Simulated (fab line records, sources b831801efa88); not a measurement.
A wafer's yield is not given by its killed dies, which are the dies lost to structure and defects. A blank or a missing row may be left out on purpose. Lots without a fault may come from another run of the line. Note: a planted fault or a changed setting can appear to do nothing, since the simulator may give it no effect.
A lot that was struck, set against a sound lot | flow sky130 | 15 steps out of a route of 708
Sound: these wafers, L181.1, L181.3, L181.4. Wafers L195.1, L195.2, L195.6 were the ones struck. Last of all comes the cause.
Per side, at each step with rows, come the tool, then ch with its chambers, and then its first start. Under that, the readings that differ: sound wafers | struck wafers | difference of the means | sigmas: that difference in standard deviations of wafers without a fault.
alike: readings with means less than 2 such deviations apart, plus words and numbers identical on both sides. not compared: withheld readings, readings lacking a value on some wafer, bounds such as >300 that could conceal the same value, and numbers that have no deviation in the record and whose values overlap.
A row with sigmas, a row that says differs or no value, or rows on one side alone: a step with any of these is where the two part. Non-overlapping numbers with no deviation appear without sigmas and do not part them. Lack of a reading on every wafer of one side parts them only where that side has two or more wafers.

first, 5 steps without rows for these wafers: SKY_SONOS_TUNNEL_COAT_02 (resist thk 1140 nm); SKY_SONOS_TUNNEL_SOFTBAKE_03 (time 60 s); SKY_SONOS_TUNNEL_EXPOSE_04 (exposes mask TUNM, target cd 410 nm); SKY_SONOS_TUNNEL_PEB_05; SKY_SONOS_TUNNEL_DEVELOP_06 (develop time 60 s).
SKY_SONOS_TUNNEL_CD_MEAS_07: target cd 410 nm.
  sound: cd_sem-01 at day 11 10:05; struck: cd_sem-01 at day 16 05:26
  alike: cd_nm
SKY_SONOS_TUNNEL_OVL_MEAS_08:
  sound: overlay-01 at day 11 10:13; struck: overlay-02 at day 16 05:34
  alike: SONOS_TUNNEL_OVL
then, 3 steps without rows for these wafers: SKY_SONOS_TUNNEL_IMPLANT_09; SKY_SONOS_TUNNEL_WET_ETCH_10 (etches SiO2 in dHF, target depth 14 nm, time 280 s); SKY_SONOS_TUNNEL_STRIP_11 (strips in SPM, time 600 s).
SKY_SONOS_TUNNEL_TW_MEAS_12:
  sound: film_metro-03 at day 11 10:39; struck: film_metro-02 at day 16 06:01
  alike: SONOS_TUNNEL_TW
then, 1 step without rows for these wafers: SKY_SONOS_TUNNEL_CLEAN_13 (cleans in dHF, time 20 s).
SKY_SONOS_ONO_OXIDATION_00: stabilise 600 s, purge 300 s, target thk 2.6 nm.
  sound on furnace-02 ch 0, day 11 14:23; struck on furnace-01 ch 0, day 16 08:03
  reading                                          | sound               | struck               | difference | sigmas
  spike_tc_bottom_C (C)                            | 818.4 819.0 817.6   | 801.6 800.4 799.4    | -17.9      | -18
  spike_tc_centre_C (C)                            | 800.0 798.9 797.9   | 780.9 782.7 781.0    | -17.4      | -16
  spike_tc_lower_C (C)                             | 799.6 798.9 800.6   | 786.0 785.7 784.0    | -14.5      | -6
  spike_tc_top_C (C)                               | 814.9 815.3 815.0   | 793.7 792.8 792.7    | -22.0      | -9
  spike_tc_upper_C (C)                             | 800.2 799.2 800.9   | 781.4 781.2 781.8    | -18.6      | -17
  tube_center_temp_C (C)                           | 800.01 800.08 799.9 | 781.48 781.45 781.48 | -18.53     | -99 or more
  tube_center_temp_C_max                           | 802.2 802.7 801.9   | 783.1 784.2 783.1    | -18.8      | -54
  zone_power_bottom_pct (%)                        | 24.8 24.6 24.4      | 22.7 22.7 22.6       | -1.9       | -4
  model.SiO2_of_SONOS_ONO_OXIDATION_00.thk_nm (nm) | 2.56 2.575 2.596    | 1.98 1.974 1.967     | -0.60      |
SKY_SONOS_ONO_THK_MEAS_01:
  sound: film_metro-03 at day 11 15:44; struck: film_metro-04 at day 16 09:40
  reading                      | sound          | struck         | difference | sigmas
  SONOS_ONO_OXIDATION_THK (nm) | 2.48 2.60 2.58 | 1.97 1.99 2.00 | -0.57      | -10
  not compared: hold
-- a jump in the record: the struck wafers' starts before and after are 33 days apart (it breaks off in module SONOS_ONO and resumes in module PAD_OPEN, where the first step shown is number 708 of the route) --
SKY_PAD_OPEN_PROBE_99:
  sound: prober-02 at day 46 02:33; struck: prober-02 at day 49 14:32
  reading                               | sound                   | struck                  | difference | sigmas
  model.etest.sonos_erased.drive_ua_um  | 196 215.5 200.6         | 224.2 257.4 242.6       | +37.4      |
  model.etest.cap_ono.gate_log10_a_cm2  | -7.731 -7.845 -7.853    | -6.945 -6.956 -6.95     | +0.859     |
  model.etest.cap_ono.gate_bv_v (V)     | 16.25 16.43 16.51       | 15.76 15.29 15.85       | -0.76      |
  model.etest.cap_ono.tox_acc_nm (nm)   | 12.76 12.8 12.81        | 12.13 12.09 12.07       | -0.69      |
  model.etest.sonos_erased.vt_v (V)     | -2.382 -2.377 -2.361    | -2.631 -2.675 -2.662    | -0.283     |
  model.etest.sonos_baked.vt_less_v (V) | -0.5757 -0.4363 -0.4821 | -0.7808 -0.8135 -0.7983 | -0.2995    |
  model.etest.sonos_baked.vt_v (V)      | 0.9767 0.9668 0.9808    | 0.8697 0.8547 0.898     | -0.1006    |
  alike: killed_at_M0_to_M3, killed_at_M4_up, killed_at_contacts, killed_at_front_end, killed_at_other, killed_dies, killed_open, killed_short
  not compared: model.etest.sonos_uncharged.r_on_ohm_um

## WHERE THEY PART
Earliest at SKY_SONOS_ONO_OXIDATION_00; latest, in this record, at SKY_SONOS_ONO_THK_MEAS_01. Later steps at which nothing parts them and some readings are alike: SKY_PAD_OPEN_PROBE_99.

WHY: what had been put in by the simulator
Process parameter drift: furnace-01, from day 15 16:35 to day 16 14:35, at SKY_SONOS_ONO_OXIDATION_00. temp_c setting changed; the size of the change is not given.
